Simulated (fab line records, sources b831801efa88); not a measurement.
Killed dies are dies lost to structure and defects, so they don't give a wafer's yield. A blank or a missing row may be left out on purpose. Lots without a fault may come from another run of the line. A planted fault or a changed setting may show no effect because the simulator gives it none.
Chamber matching | flow sfq_line | SFQ_TRILAYER_I6_CMP_CMP_166 on cmp-01: 4 sister chambers
The step polishes SiO2. 4 wafers are shown with their chamber, then 6 later ones without.

WAFERS WITH THEIR CHAMBER
wafer  | chamber | motor_current_A (A)
L674.3 | 3       | 10.1
L676.2 | 2       | 9.6
L677.1 | 1       | 9.8
L677.2 | 0       | 10.7

WAFERS WITHOUT THEIR CHAMBER
wafer  | motor_current_A (A)
L677.3 | 10.2
L679.1 | 9.8
L679.4 | 10.3
L679.5 | 9.7
L682.1 | 10.2
L684.1 | 10.1

WHICH CHAMBER EACH WENT THROUGH
wafer  | from the rows above     | in truth
L677.3 | 3                       | 3
L679.1 | can't be placed: 1 or 2 | 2
L679.4 | can't be placed: 3 or 0 | 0
L679.5 | can't be placed: 2 or 1 | 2
L682.1 | 3                       | 3
L684.1 | 3                       | 3
Placed correctly: 3 of 6. Can't be placed from these rows: 3 (the true chamber is among the candidates in 3). Placed wrongly: 0.
How it was worked out, from the rows above alone: a wafer's distance from a chamber is the root of the sum, over the readings, of the square of ((its reading less the chamber's mean) divided by the reading's scatter). The wafer belongs to the nearest chamber; if the next one is less than 2 further off, it can't be placed. A chamber's mean is the mean of its shown wafers. The scatter: with one shown wafer a chamber, the root of the mean of the squares of how far each hidden wafer lies from its nearest shown one.
